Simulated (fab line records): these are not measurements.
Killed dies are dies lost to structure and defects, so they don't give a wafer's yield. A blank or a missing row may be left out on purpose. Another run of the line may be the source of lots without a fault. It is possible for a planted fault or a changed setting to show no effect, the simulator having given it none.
The tool behind it: which one? | flow gf180mcu | 6 lots, 18 wafers sampled, at 2 steps of a route of 602

== WHAT EACH GAUGE READ, for each wafer ==
GF_VT_IMPLANT_RS_MEAS_49: uses a four-point probe to measure.
lot  | measured     | on            | MVPSD_RS (ohm/sq)
L854 | day 8 04:24  | film_metro-03 | 1172 1173 1172
L859 | day 9 13:50  | film_metro-01 | 1165 1165 1168
L862 | day 10 10:55 | film_metro-03 | 1167 1168 1166
L867 | day 11 19:57 | film_metro-01 | 1166 1166 1169
L872 | day 13 02:47 | film_metro-03 | 1118 1116 1119
L874 | day 13 21:29 | film_metro-03 | 1116 1113 1111

== WHAT TOOL EACH LOT RAN ON (gives the tool, then ch and the chambers of the sampled wafers, and finally the start) ==
lot  | GF_MVPSD_IMPLANT_08
L854 | implanter-04 ch 0, day 5 13:59
L859 | implanter-02 ch 0, day 6 18:47
L862 | implanter-03 ch 0, day 7 14:43
L867 | implanter-02 ch 0, day 8 18:11
L872 | implanter-02 ch 0, day 9 23:23
L874 | implanter-02 ch 0, day 10 14:07
- GF_MVPSD_IMPLANT_08

== THE ANSWER, worked out from the rows above alone ==
Rule: the usual values come from the lots themselves. Put in order of their means at a reading, lots are off if they are a third of the lots or fewer, leave a main group of 4 or more, and stand apart from it by a gap of 3 or more times the standard deviation of the main group's means; of several such gaps the widest counts. The tables above print the reading to a certain number of digits; a main group whose means all agree to those digits is not used. Also off: a lot with no number at a reading for which 4 or more lots have one. Any other lot the step has rows for is counted as sound.
Off: at GF_VT_IMPLANT_RS_MEAS_49 (MVPSD_RS), L872, L874. Main group: mean 1168 ohm/sq, sd 2.5.
A tool fits if, at a process step before that reading, it ran every lot that is off, and no sound lot after the first of them. The gauges at GF_VT_IMPLANT_RS_MEAS_49 are tried like those tools. 2 tools fit, implanter-02 at GF_MVPSD_IMPLANT_08 and film_metro-03 at GF_VT_IMPLANT_RS_MEAS_49, so this cannot tell which one it is.

== WHAT WAS PUT IN BY THE SIMULATOR ==
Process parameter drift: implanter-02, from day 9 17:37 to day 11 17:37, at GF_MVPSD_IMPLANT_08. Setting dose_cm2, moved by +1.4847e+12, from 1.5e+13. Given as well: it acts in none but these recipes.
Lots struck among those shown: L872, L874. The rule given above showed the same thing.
